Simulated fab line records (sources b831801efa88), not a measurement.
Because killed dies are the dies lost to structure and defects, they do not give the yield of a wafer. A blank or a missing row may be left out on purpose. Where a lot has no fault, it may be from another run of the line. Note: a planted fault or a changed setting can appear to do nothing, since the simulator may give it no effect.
A struck lot beside a sound one    flow sky130    31 out of 708 route steps
Sound: these wafers, L209.2, L209.3, L209.5. Struck: wafers L222.1, L222.2, L222.3. At the end, the cause is stated.
Each step with rows lists, per side, the tool, then ch with its chambers, then its first start. Under that, the readings that differ: sound wafers    struck wafers    difference of the means    sigmas: that difference in standard deviations of wafers without a fault.
alike: a reading whose means differ by less than 2 such deviations, as well as words and numbers matching on both sides. not compared: withheld readings; readings where some wafer has no value; bounds like >300 that might hide an equal value; numbers whose values overlap and for which the record gives no deviation.
A row with sigmas, a row that says differs or no value, or rows on one side alone: a step with any of these is where the two part. Non-overlapping numbers with no deviation appear without sigmas and do not part them. A reading that every wafer of one side lacks parts them only if that side has two wafers or more.

first, 1 step without rows for these wafers: SKY_NWELL_IMPLANT_13.
SKY_NWELL_STRIP_14: strips in O2/N2.
  sound on plasma_asher-01 ch 0,1, day 5 00:41; struck on plasma_asher-02 ch 0,1, day 8 06:49
  alike: chamber_pressure_mTorr, drypump_motor_current_A, o2_flow_sccm, oes_product_au, strip_time_to_endpoint_s
  not compared: rf_hours_counter_h
SKY_NWELL_TW_MEAS_15:
  sound on film_metro-02 at day 5 00:47; struck on film_metro-03 at day 8 06:55
  alike: NWELL_TW
then, 7 steps without rows for these wafers: SKY_NWELL_DEHYDRATE_16 (time 60 s); SKY_NWELL_HMDS_17 (prime time 60 s); SKY_NWELL_COAT_18 (resist thk 3000 nm); SKY_NWELL_SOFTBAKE_19; SKY_NWELL_EXPOSE_20 (exposes mask NWM COMPLEMENT, target cd 840 nm); SKY_NWELL_PEB_21; SKY_NWELL_DEVELOP_22 (develop time 60 s).
SKY_NWELL_OVL_MEAS_23:
  sound on overlay-02 at day 5 18:44; struck on overlay-02 at day 9 04:59
reading            sound        struck          difference  sigmas
NWELL_01_OVL (nm)  1.2 0.6 1.1  -1.8 -2.1 -1.3  -2.7        -2
then, 1 step without rows for these wafers: SKY_NWELL_IMPLANT_24.
SKY_NWELL_STRIP_25: strips in O2/N2.
  sound on plasma_asher-03 ch 0,1, day 5 18:55; struck on plasma_asher-03 ch 0,1, day 9 05:11
  no value came back on the struck wafers for any of 5 readings (chamber_pressure_mTorr (mTorr), drypump_motor_current_A (A) and others); on the sound wafers chamber_pressure_mTorr (mTorr) reads 1497.7 1500.7 1498.8
reading                                  sound  struck          difference  sigmas
model.coat_of_NWELL_COAT_18.thk_nm (nm)  0 0 0  2996 2998 2998  +2997       
  not compared: rf_hours_counter_h
SKY_NWELL_TW_MEAS_26:
  sound on film_metro-02 at day 5 19:01; struck on film_metro-01 at day 9 05:17
reading     sound        struck       difference  sigmas
NWELL_2_TW  503 504 501  493 492 494  -10         -3
then, 1 step without rows for these wafers: SKY_NWELL_CLEAN_27 (cleans in SC1/SC2, time 150 s).
SKY_NWELL_RTA_28: time 30 s.
  sound on rtp_anneal-01 ch 0, day 5 19:08; struck on rtp_anneal-02 ch 0, day 9 05:23
  alike: lamp_power_pct, wafer_temp_C_max
SKY_NWELL_RS_MEAS_29: a four-point-probe measurement.
  sound on film_metro-03 at day 5 19:14; struck on film_metro-01 at day 9 05:29
  alike: NWELL_RS
SKY_NWELL_RS_MEAS_31: a four-point-probe measurement.
  sound on film_metro-03 at day 5 19:29; struck on film_metro-01 at day 9 05:44
  alike: PWDE_RS
then, 7 steps without rows for these wafers: SKY_VT_ADJUST_HVTP_DEHYDRATE_00 (time 60 s); SKY_VT_ADJUST_HVTP_HMDS_01 (prime time 60 s); SKY_VT_ADJUST_HVTP_COAT_02 (resist thk 1140 nm); SKY_VT_ADJUST_HVTP_SOFTBAKE_03 (time 60 s); SKY_VT_ADJUST_HVTP_EXPOSE_04 (exposes mask HVTPM, target cd 380 nm); SKY_VT_ADJUST_HVTP_PEB_05; SKY_VT_ADJUST_HVTP_DEVELOP_06 (develop time 60 s).
SKY_VT_ADJUST_HVTP_CD_MEAS_07 targets a cd of 380 nm.
  sound on cd_sem-01 at day 6 14:56; struck on cd_sem-02 at day 10 04:14
reading     sound              struck             difference  sigmas
cd_nm (nm)  385.7 384.6 386.7  379.6 379.4 379.1  -6.3        -2
SKY_VT_ADJUST_HVTP_OVL_MEAS_08:
  sound on overlay-02 at day 6 15:02; struck on overlay-02 at day 10 04:21
  alike: VT_ADJUST_HVTP_OVL
then, 1 step without rows for these wafers: SKY_VT_ADJUST_HVTP_IMPLANT_09.
SKY_VT_ADJUST_HVTP_STRIP_10: strips in O2/N2.
  sound on plasma_asher-03 ch 0,1, day 6 15:13; struck on plasma_asher-04 ch 0,1, day 10 04:32
reading                       sound              struck             difference  sigmas
oes_product_au (a.u.)         0.720 0.711 0.716  0.732 0.733 0.728  +0.015      +3
strip_time_to_endpoint_s (s)  14.18 14.21 14.17  58.66 58.68 58.66  +44.48      +99 or more
  alike: chamber_pressure_mTorr, drypump_motor_current_A, o2_flow_sccm
  not compared: rf_hours_counter_h
SKY_VT_ADJUST_HVTP_TW_MEAS_11:
  sound on film_metro-02 at day 6 15:20; struck on film_metro-04 at day 10 04:52
reading            sound           struck    difference  sigmas
VT_ADJUST_HVTP_TW  1362 1360 1360  29 29 29  -1332       -99 or more
  not compared: hold
then, 1 step without rows for these wafers: SKY_PAD_OPEN_PROBE_99.

WHERE THEY PART
Earliest at SKY_NWELL_OVL_MEAS_23; latest, in this record, at SKY_VT_ADJUST_HVTP_TW_MEAS_11.

WHY: what the simulator had put in
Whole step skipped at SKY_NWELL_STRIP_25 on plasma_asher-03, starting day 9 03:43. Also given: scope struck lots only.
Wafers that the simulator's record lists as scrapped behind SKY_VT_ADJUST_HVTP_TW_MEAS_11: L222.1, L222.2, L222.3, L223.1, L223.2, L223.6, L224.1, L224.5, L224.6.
